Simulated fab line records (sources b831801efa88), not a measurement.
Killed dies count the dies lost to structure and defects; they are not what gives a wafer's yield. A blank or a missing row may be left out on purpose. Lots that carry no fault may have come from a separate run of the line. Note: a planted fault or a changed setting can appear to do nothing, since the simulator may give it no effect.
Matching of chambers -- flow sky130 -- SKY_CONTACT_CMP_04 on cmp-01: 4 sister chambers
The step polishes SiO2. 8 wafers are shown with their chamber, then 12 later ones without.

WAFERS, EACH WITH ITS CHAMBER
wafer,chamber,motor_current_A (A),time_to_endpoint_s (s)
L088.1,1,13.4,85
L088.4,2,10.5,77
L089.1,2,10.7,86
L089.4,3,13.6,82
L089.6,0,10.5,85
L089.2,1,13.9,80
L089.3,0,10.9,87
L089.5,3,13.7,78

WAFERS MISSING THEIR CHAMBER
wafer,motor_current_A (A),time_to_endpoint_s (s)
L090.2,10.5,82
L090.3,13.9,82
L090.6,13.5,86
L095.1,11.0,79
L095.4,10.5,78
L095.5,13.1,81
L096.1,13.8,84
L096.3,10.2,83
L096.4,13.9,81
L096.2,10.6,79
L096.5,10.5,78
L096.6,13.9,79

EACH ONE'S CHAMBER
wafer,from the rows above,in truth
L090.2,can't be placed: 2 or 0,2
L090.3,can't be placed: 1 or 3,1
L090.6,can't be placed: 1 or 3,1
L095.1,can't be placed: 2 or 0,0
L095.4,can't be placed: 2 or 0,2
L095.5,can't be placed: 3 or 1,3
L096.1,can't be placed: 1 or 3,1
L096.3,can't be placed: 2 or 0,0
L096.4,can't be placed: 3 or 1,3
L096.2,can't be placed: 2 or 0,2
L096.5,can't be placed: 2 or 0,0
L096.6,can't be placed: 3 or 1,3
Placed correctly: 0 of 12. Not placeable from these rows: 12 (in 12, the candidates include the true chamber). Placed wrongly: 0.
How it was worked out, from the rows above alone: a wafer's distance from a chamber is the root of the sum, over the readings, of the square of ((its reading less the chamber's mean) divided by the reading's scatter). If the next closest chamber is less than 2 further off than the closest, the wafer can't be placed; otherwise it belongs to the closest. The mean given for a chamber averages the wafers shown for that chamber. How the scatter is found: for the shown wafers, subtract from each reading the mean of its chamber, square and add these, divide the total by (wafers less chambers), then take the root.
